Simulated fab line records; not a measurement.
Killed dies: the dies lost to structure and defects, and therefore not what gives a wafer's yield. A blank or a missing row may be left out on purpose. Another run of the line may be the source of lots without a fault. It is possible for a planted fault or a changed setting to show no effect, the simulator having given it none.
A lot that was struck, set against a sound lot + flow sky130 + 17 out of 708 route steps
Sound: the wafers L942.4, L942.5, L942.6. Struck: wafers L959.1, L959.4, L959.6. At the end, the cause is stated.
At each step with rows: each side's tool, then ch and its chambers, then its first start. Under that, the readings that differ: sound wafers + struck wafers + difference of the means + sigmas: that difference in standard deviations of wafers without a fault.
alike: readings with means less than 2 such deviations apart, plus words and numbers identical on both sides. not compared: withheld readings, readings lacking a value on some wafer, bounds such as >300 that could conceal the same value, and numbers that have no deviation in the record and whose values overlap.
The two part at a step that has a row with sigmas, a row that says differs or no value, or rows on one side only. When numbers do not overlap yet have no deviation, they are printed without sigmas and do not part them. A reading missing from all wafers of one side parts the sides only when that side holds two or more wafers.

first, 1 step without rows for these wafers: SKY_VT_ADJUST_NCORE_IMPLANT_09.
SKY_VT_ADJUST_NCORE_STRIP_10: strips in O2/N2.
  sound on plasma asher-02 ch 0,1, day 9 11:25; struck on plasma asher-01 ch 0,1, day 14 04:34
  alike: drypump motor current A, oes product au, strip time to endpoint s
  not compared: rf hours counter h
SKY_VT_ADJUST_NCORE_TW_MEAS_11:
  sound on film metro-04, day 9 11:30; struck on film metro-03, day 14 04:40
  alike: VT_ADJUST_NCORE_TW
then, 7 steps without rows for these wafers: SKY_VT_ADJUST_HVTR_DEHYDRATE_00 (time 60 s); SKY_VT_ADJUST_HVTR_HMDS_01 (prime time 60 s); SKY_VT_ADJUST_HVTR_COAT_02 (resist thk 1140 nm); SKY_VT_ADJUST_HVTR_SOFTBAKE_03 (time 60 s); SKY_VT_ADJUST_HVTR_EXPOSE_04 (exposes mask HVTRM, target cd 380 nm); SKY_VT_ADJUST_HVTR_PEB_05; SKY_VT_ADJUST_HVTR_DEVELOP_06 (develop time 60 s).
SKY_VT_ADJUST_HVTR_CD_MEAS_07: the cd target is 380 nm.
  sound on cd sem-01, day 10 09:41; struck on cd sem-01, day 15 07:04
| reading    | sound       | struck      | difference | sigmas |
|------------|-------------|-------------|------------|--------|
| cd nm (nm) | 377 377 378 | 384 387 386 | +8         | +3     |
SKY_VT_ADJUST_HVTR_OVL_MEAS_08:
  sound on overlay-01, day 10 09:45; struck on overlay-01, day 15 07:11
  alike: VT_ADJUST_HVTR_OVL
SKY_VT_ADJUST_HVTR_IMPLANT_09:
  sound on implanter-03 ch 0, day 10 09:51; struck on implanter-01 ch 0, day 15 07:13
| reading            | sound                            | struck                           | difference  | sigmas      |
|--------------------|----------------------------------|----------------------------------|-------------|-------------|
| dose ions cm2      | 2.1042e+12 2.1049e+12 2.1027e+12 | 1.6085e+12 1.6056e+12 1.6013e+12 | -4.9880e+11 | -99 or more |
| faraday current uA | 12.07 11.46 11.85                | 8.95 8.83 8.85                   | -2.92       | -13         |
SKY_VT_ADJUST_HVTR_STRIP_10: strips in O2/N2.
  sound on plasma asher-01 ch 0,1, day 10 09:58; struck on plasma asher-01 ch 0,1, day 15 07:22
| reading               | sound             | struck            | difference | sigmas |
|-----------------------|-------------------|-------------------|------------|--------|
| oes product au (a.u.) | 0.721 0.717 0.726 | 0.706 0.714 0.713 | -0.010     | -2     |
  alike: drypump motor current A, strip time to endpoint s
  not compared: rf hours counter h
SKY_VT_ADJUST_HVTR_TW_MEAS_11:
  sound on film metro-04, day 10 10:03; struck on film metro-01, day 15 07:28
| reading           | sound             | struck            | difference | sigmas |
|-------------------|-------------------|-------------------|------------|--------|
| VT_ADJUST_HVTR_TW | 214.9 214.8 214.6 | 192.2 192.8 191.8 | -22.5      | -9     |
then, 1 step without rows for these wafers: SKY_VT_ADJUST_PCH_DEHYDRATE_00 (time 60 s).
-- record jumps: 35 days separate the struck wafers' starts on either side; left off in module VT_ADJUST_PCH, taken up again in module PAD_OPEN, whose first shown step is the route's number 708 --
SKY_PAD_OPEN_PROBE_99:
  sound on prober-01, day 46 06:49; struck on prober-02, day 50 05:33
| reading                                  | sound                   | struck                  | difference | sigmas |
|------------------------------------------|-------------------------|-------------------------|------------|--------|
| model.etest.pfet_01v8_mvt.drive ua um    | 147.2 153.7 151.8       | 141.9 143.8 138.5       | -9.5       |        |
| model.etest.pfet_01v8_mvt.off log10 a um | -11.08 -10.66 -10.95    | -11.57 -11.68 -11.89    | -0.82      |        |
| model.etest.pfet_01v8_mvt.vt sat v (V)   | -0.5943 -0.5682 -0.5859 | -0.6444 -0.6374 -0.6488 | -0.0607    |        |
| model.etest.pfet_01v8_mvt.vt v (V)       | -0.674 -0.6575 -0.6712  | -0.7153 -0.7148 -0.718  | -0.0485    |        |
| model.etest.pfet_01v8_mvt.vt long v (V)  | -0.8723 -0.868 -0.8722  | -0.9158 -0.9174 -0.9204 | -0.0470    |        |
  alike: killed_at_M0_to_M3, killed_at_M4_up, killed at contacts, killed at front end, killed at other, killed dies, killed open, killed short

## WHERE THEY PART
At SKY_VT_ADJUST_HVTR_CD_MEAS_07 first; at SKY_VT_ADJUST_HVTR_TW_MEAS_11 last (within this record only). Later steps at which nothing parts them and some readings are alike: SKY_PAD_OPEN_PROBE_99.

WHY: the cause the simulator had injected
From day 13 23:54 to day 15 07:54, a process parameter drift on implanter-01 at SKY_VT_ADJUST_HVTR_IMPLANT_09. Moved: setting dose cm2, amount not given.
